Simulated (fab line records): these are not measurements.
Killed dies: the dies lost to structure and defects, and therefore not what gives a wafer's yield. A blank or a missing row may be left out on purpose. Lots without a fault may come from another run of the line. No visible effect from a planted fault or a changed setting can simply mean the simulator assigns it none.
Which tool is to blame?    flow gf180mcu    11 lots, 33 wafers sampled, at 2 steps of a route of 602

== WHAT THE GAUGES READ, wafer by wafer ==
GF_V1_THK_MEAS_03.
lot   measured      on            V1_CVD_02_THK (nm)
L587  day 17 06:14  filmMetro-03  850 850 851
L588  day 17 10:44  filmMetro-03  844 838 868
L590  day 18 01:30  filmMetro-01  844 842 849
L591  day 18 03:49  filmMetro-04  839 859 861
L592  day 18 20:40  filmMetro-04  855 838 845
L593  day 19 09:22  filmMetro-04  855 856 855
L594  day 19 23:36  filmMetro-01  837 835 863
L601  day 22 22:09  filmMetro-04  923 934 927
L604  day 23 12:15  filmMetro-04  933 912 943
L609  day 25 00:30  filmMetro-04  863 870 883
L610  day 25 12:33  filmMetro-03  850 854 851

== WHICH TOOL RAN EACH LOT (tool, then ch and the chambers of the sampled wafers, then the start) ==
lot   GF_V1_CVD_02
L587  pecvd-04 ch 0,1,2, day 17 06:11
L588  pecvd-03 ch 0,1,2, day 17 10:40
L590  pecvd-01 ch 1,2, day 18 01:25
L591  pecvd-04 ch 0,1,2, day 18 03:44
L592  pecvd-01 ch 0,2, day 18 20:35
L593  pecvd-01 ch 0,2, day 19 09:16
L594  pecvd-04 ch 0,1, day 19 23:32
L601  pecvd-04 ch 0,1,2, day 22 22:05
L604  pecvd-04 ch 0,2, day 23 12:10
L609  pecvd-01 ch 0,1,2, day 25 00:25
L610  pecvd-01 ch 0,1,2, day 25 12:29
- GF_V1_CVD_02: deposits SiO2 from TEOS, target thk 850 nm, time 94.851 s.

== THE ANSWER, worked out from the rows above alone ==
Rule: what is usual is taken from the lots themselves. Put in order of their means at a reading, lots are off if they are a third of the lots or fewer, leave a main group of 4 or more, and stand apart from it by a gap of 3 or more times the standard deviation of the main group's means; of several such gaps the widest counts. Not used: any main group whose means are identical at the precision the tables above print for the reading. A lot without any number at a reading at which 4 lots or more have one is off too. The other lots that the step has rows for count as sound.
Off: L601, L604, seen at GF_V1_THK_MEAS_03 (V1_CVD_02_THK). The main group has a mean of 852 nm with a standard deviation of 7.8.
If a tool, at a process step before that reading, ran all the lots that are off and no sound lot after the first of them, it fits. Those tools and the gauges at GF_V1_THK_MEAS_03 are tried in the same way. One fits: pecvd-04 at GF_V1_CVD_02. Its last sound lot is L594 (day 19 23:32), its first lot that is off L601 (day 22 22:05): a fault that began between those two fits.

== WHAT THE SIMULATOR PUT IN ==
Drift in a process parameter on pecvd-04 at GF_V1_CVD_02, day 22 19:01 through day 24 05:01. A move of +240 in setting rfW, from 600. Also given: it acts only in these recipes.
Lots struck among those shown: L601, L604. The rule given above showed the same thing.
